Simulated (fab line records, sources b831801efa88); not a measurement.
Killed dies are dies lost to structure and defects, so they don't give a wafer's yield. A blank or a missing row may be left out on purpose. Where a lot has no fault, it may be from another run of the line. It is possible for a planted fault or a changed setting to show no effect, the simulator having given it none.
A lot that was struck, set against a sound lot :: flow sky130 :: 17 out of 708 route steps
Sound: the wafers L935.2, L935.3, L935.6. The struck wafers were L950.4, L950.5, L950.6. The cause comes at the end.
Per side, at each step with rows, come the tool, then ch with its chambers, and then its first start. Under that, the readings that differ: sound wafers :: struck wafers :: difference of the means :: sigmas: that difference in standard deviations of wafers without a fault.
alike: words and numbers the same on both sides, and readings whose means are apart by under 2 such deviations; not compared: readings that were withheld, readings missing a value for some wafer, numbers with overlapping values and no deviation given by the record, and bounds like >300 which may hide the same value.
A row with sigmas, a row that says differs or no value, or rows on one side alone: a step with any of these is where the two part. Non-overlapping numbers with no deviation appear without sigmas and do not part them. Lack of a reading on every wafer of one side parts them only where that side has two or more wafers.

SKY_LOCAL_INTERCONNECT_RS_MEAS_01: uses a four-point probe to measure.
  sound on film_metro-02 at day 30 12:34; struck on film_metro-02 at day 35 08:27
  alike: LOCAL_INTERCONNECT_TIN_RS
SKY_LOCAL_INTERCONNECT_THK_MEAS_02: measures by xrf.
  sound on film_metro-02 at day 30 12:40; struck on film_metro-02 at day 35 08:32
  alike: LOCAL_INTERCONNECT_TIN_THK
then, 8 steps without rows for these wafers: SKY_LOCAL_INTERCONNECT_DEHYDRATE_03 (time 60 s); SKY_LOCAL_INTERCONNECT_HMDS_04 (prime time 60 s); SKY_LOCAL_INTERCONNECT_COAT_05 (resist thk 60 nm); SKY_LOCAL_INTERCONNECT_COAT_06 (resist thk 450 nm); SKY_LOCAL_INTERCONNECT_SOFTBAKE_07 (time 90 s); SKY_LOCAL_INTERCONNECT_EXPOSE_08 (exposes mask LI1M, target cd 170 nm); SKY_LOCAL_INTERCONNECT_PEB_09; SKY_LOCAL_INTERCONNECT_DEVELOP_10 (develop time 60 s).
SKY_LOCAL_INTERCONNECT_CD_MEAS_11: the cd target is 170 nm.
  sound on cd_sem-02 at day 31 16:07; struck on cd_sem-01 at day 36 11:07
reading: cd_nm (nm)
sound: 166.7 168.0 165.6
struck: 171.2 171.2 171.5
difference: +4.5
sigmas: +2
SKY_LOCAL_INTERCONNECT_OVL_MEAS_12:
  sound on overlay-02 at day 31 16:14; struck on overlay-02 at day 36 11:11
  alike: LOCAL_INTERCONNECT_OVL
SKY_LOCAL_INTERCONNECT_ETCH_13: etches BARC in N2/H2, stops on SiO2, time 45.9 s, target depth 60 nm.
  sound on rie_metal-01 ch 0,1, day 31 16:16; struck on rie_metal-01 ch 1, day 36 11:16
  no value came back on the struck wafers for any of 5 readings (bias_w (W), chamber_pressure_mTorr (mTorr) and others); on the sound wafers bias_w (W) reads 99.56 99.87 99.46
reading: model.KrF-thick_of_LOCAL_INTERCONNECT_COAT_06.thk_nm (nm)
sound: 392.3 390.2 391.9
struck: 438.2 437.6 436.6
difference: +46.0
sigmas: 
  not compared: rf_hours_counter_h
SKY_LOCAL_INTERCONNECT_METAL_ETCH_14: etches TiN in Cl2/BCl3, stops on PSG, target depth 110 nm, time 31.4 s.
  sound on rie_metal-01 ch 0,1, day 31 16:19; struck on rie_metal-01 ch 1, day 36 11:23
reading: oes_product_au (a.u.)
sound: 0.938 0.939 0.931
struck: 0.371 0.371 0.379
difference: -0.562
sigmas: -75

reading: throttle_valve_pct (%)
sound: 21.895 21.899 21.897
struck: 22.266 22.251 22.263
difference: +0.363
sigmas: +38

reading: model.KrF-thick_of_LOCAL_INTERCONNECT_COAT_06.thk_nm (nm)
sound: 347 345 347.9
struck: 394.1 393.2 392.2
difference: +46.5
sigmas: 
  alike: bcl3_flow_sccm, bias_w, drypump_motor_current_A, mfc_cl2_sccm
  not compared: rf_hours_counter_h
SKY_LOCAL_INTERCONNECT_STRIP_15: strips in O2/N2.
  sound on plasma_asher-02 ch 0,1, day 31 16:22; struck on plasma_asher-02 ch 0,1, day 36 11:28
reading: oes_product_au (a.u.)
sound: 0.428 0.429 0.430
struck: 0.446 0.451 0.447
difference: +0.019
sigmas: +4

reading: strip_time_to_endpoint_s (s)
sound: 4.706 4.692 4.710
struck: 5.181 5.185 5.172
difference: +0.477
sigmas: +25
  alike: drypump_motor_current_A
  not compared: rf_hours_counter_h
then, 1 step without rows for these wafers: SKY_LOCAL_INTERCONNECT_STRIP_16 (strips in post etch residue remover, time 1200 s).
-- a jump in the record: the struck wafers' starts before and after are 14 days apart (it breaks off in module LOCAL_INTERCONNECT and resumes in module PAD_OPEN, where the first step shown is number 708 of the route) --
SKY_PAD_OPEN_PROBE_99:
  sound on prober-02 at day 46 20:15; struck on prober-01 at day 50 06:46
reading: killed_at_M0_to_M3
sound: 33 39 43
struck: 203 238 231
difference: +186
sigmas: +24

reading: killed_at_M4_up
sound: 3 5 4
struck: 65 58 58
difference: +56
sigmas: +31

reading: killed_at_contacts
sound: 14 20 23
struck: 149 134 138
difference: +121
sigmas: +22

reading: killed_at_other
sound: 0 0 1
struck: 61 48 59
difference: +56
sigmas: +99 or more

reading: killed_dies
sound: 70 76 82
struck: 492 492 492
difference: +416
sigmas: +38

reading: killed_on_rim
sound: 15 16 15
struck: 96 96 96
difference: +81
sigmas: +20
  alike: killed_at_front_end, killed_open, killed_short

WHERE THEY PART
Earliest at SKY_LOCAL_INTERCONNECT_CD_MEAS_11; latest, in this record, at SKY_PAD_OPEN_PROBE_99.

WHY: what had been put in by the simulator
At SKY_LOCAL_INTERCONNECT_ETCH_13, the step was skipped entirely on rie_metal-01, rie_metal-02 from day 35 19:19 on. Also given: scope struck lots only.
